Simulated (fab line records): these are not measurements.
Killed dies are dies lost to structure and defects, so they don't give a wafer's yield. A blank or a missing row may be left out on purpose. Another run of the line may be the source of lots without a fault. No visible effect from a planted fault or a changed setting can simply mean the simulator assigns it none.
What tool caused it? :: flow gf180mcu :: 14 lots with 42 wafers sampled at 2 steps, on a route of 602 steps

WHAT THE GAUGES READ, wafer by wafer
GF_HV_LDD_THK_MEAS_55.
lot: L262
measured: day 13 02:34
on: film_metro-02
HV_LDD_CVD_54_THK (nm): 9.82 9.89 9.78

lot: L261
measured: day 13 07:14
on: film_metro-04
HV_LDD_CVD_54_THK (nm): 10.08 10.02 10.05

lot: L263
measured: day 13 13:55
on: film_metro-03
HV_LDD_CVD_54_THK (nm): 9.81 9.75 9.76

lot: L264
measured: day 13 22:47
on: film_metro-02
HV_LDD_CVD_54_THK (nm): 9.54 9.53 9.63

lot: L265
measured: day 14 03:24
on: film_metro-03
HV_LDD_CVD_54_THK (nm): 9.85 9.95 10.05

lot: L266
measured: day 14 19:01
on: film_metro-04
HV_LDD_CVD_54_THK (nm): 10.01 10.02 10.07

lot: L267
measured: day 14 21:32
on: film_metro-04
HV_LDD_CVD_54_THK (nm): 9.98 9.96 9.75

lot: L269
measured: day 15 11:38
on: film_metro-03
HV_LDD_CVD_54_THK (nm): 10.04 10.08 9.98

lot: L270
measured: day 16 01:48
on: film_metro-03
HV_LDD_CVD_54_THK (nm): 10.10 10.05 10.09

lot: L271
measured: day 16 11:56
on: film_metro-02
HV_LDD_CVD_54_THK (nm): 10.01 9.91 9.90

lot: L272
measured: day 16 14:28
on: film_metro-04
HV_LDD_CVD_54_THK (nm): 10.04 9.92 9.99

lot: L273
measured: day 16 23:17
on: film_metro-02
HV_LDD_CVD_54_THK (nm): 10.16 10.13 10.29

lot: L277
measured: day 18 03:52
on: film_metro-02
HV_LDD_CVD_54_THK (nm): 10.13 10.24 10.13

lot: L278
measured: day 18 13:01
on: film_metro-02
HV_LDD_CVD_54_THK (nm): 10.09 10.04 10.03

GF_HV_LDD_THK_MEAS_57.
lot: L262
measured: day 13 04:04
on: film_metro-04
HV_LDD_CVD_56_THK (nm): 89.8 90.4 89.4

lot: L261
measured: day 13 08:43
on: film_metro-03
HV_LDD_CVD_56_THK (nm): 89.8 88.2 88.6

lot: L263
measured: day 13 15:25
on: film_metro-04
HV_LDD_CVD_56_THK (nm): 89.1 89.4 88.8

lot: L264
measured: day 14 00:17
on: film_metro-02
HV_LDD_CVD_56_THK (nm): 90.5 90.1 89.3

lot: L265
measured: day 14 04:53
on: film_metro-04
HV_LDD_CVD_56_THK (nm): 89.1 89.0 89.4

lot: L266
measured: day 14 20:30
on: film_metro-02
HV_LDD_CVD_56_THK (nm): 89.6 89.4 90.2

lot: L267
measured: day 14 23:01
on: film_metro-02
HV_LDD_CVD_56_THK (nm): 89.2 88.9 88.1

lot: L269
measured: day 15 13:07
on: film_metro-03
HV_LDD_CVD_56_THK (nm): 89.0 89.5 89.1

lot: L270
measured: day 16 03:17
on: film_metro-04
HV_LDD_CVD_56_THK (nm): 89.8 89.7 89.5

lot: L271
measured: day 16 13:25
on: film_metro-03
HV_LDD_CVD_56_THK (nm): 91.1 91.8 91.8

lot: L272
measured: day 16 15:57
on: film_metro-02
HV_LDD_CVD_56_THK (nm): 90.6 90.5 90.9

lot: L273
measured: day 17 00:46
on: film_metro-04
HV_LDD_CVD_56_THK (nm): 91.1 92.3 91.1

lot: L277
measured: day 18 05:22
on: film_metro-02
HV_LDD_CVD_56_THK (nm): 91.6 92.4 91.7

lot: L278
measured: day 18 14:30
on: film_metro-04
HV_LDD_CVD_56_THK (nm): 90.2 90.4 90.1

TOOL THAT RAN EACH LOT (tool first, then ch and the chambers of the sampled wafers, then the start)
The record shows no process step preceding these readings.

WHAT THE TOOLS THEMSELVES READ (means of the sampled wafers that have a number; where no wafer has one, the mark that the record gives instead)
The record holds no such reading with a usual standard deviation.

THE ANSWER, worked out from the rows above alone
Rule: the lots themselves supply what counts as usual. The widest of any qualifying gaps counts: lots, ordered by their means at a reading, are off when they make up no more than a third of the lots, leave a main group of 4 or more, and stand apart from it by 3 or more times the standard deviation of that group's means. A main group whose means are all the same, to the digits that the tables above print for the reading, isn't used. A lot without any number at a reading at which 4 lots or more have one is off too. Where the step has rows for the other lots, those lots are counted as sound. After the gauges, taken in route order, come the tools' own readings; for these a lot's mean is taken, as printed above. At the first step where some lot is off, the reading lying furthest off is the one used; lots without a number count as furthest.
No lot is off at any reading shown: from this, nothing can be told.

WHAT HAD BEEN PUT IN BY THE SIMULATOR
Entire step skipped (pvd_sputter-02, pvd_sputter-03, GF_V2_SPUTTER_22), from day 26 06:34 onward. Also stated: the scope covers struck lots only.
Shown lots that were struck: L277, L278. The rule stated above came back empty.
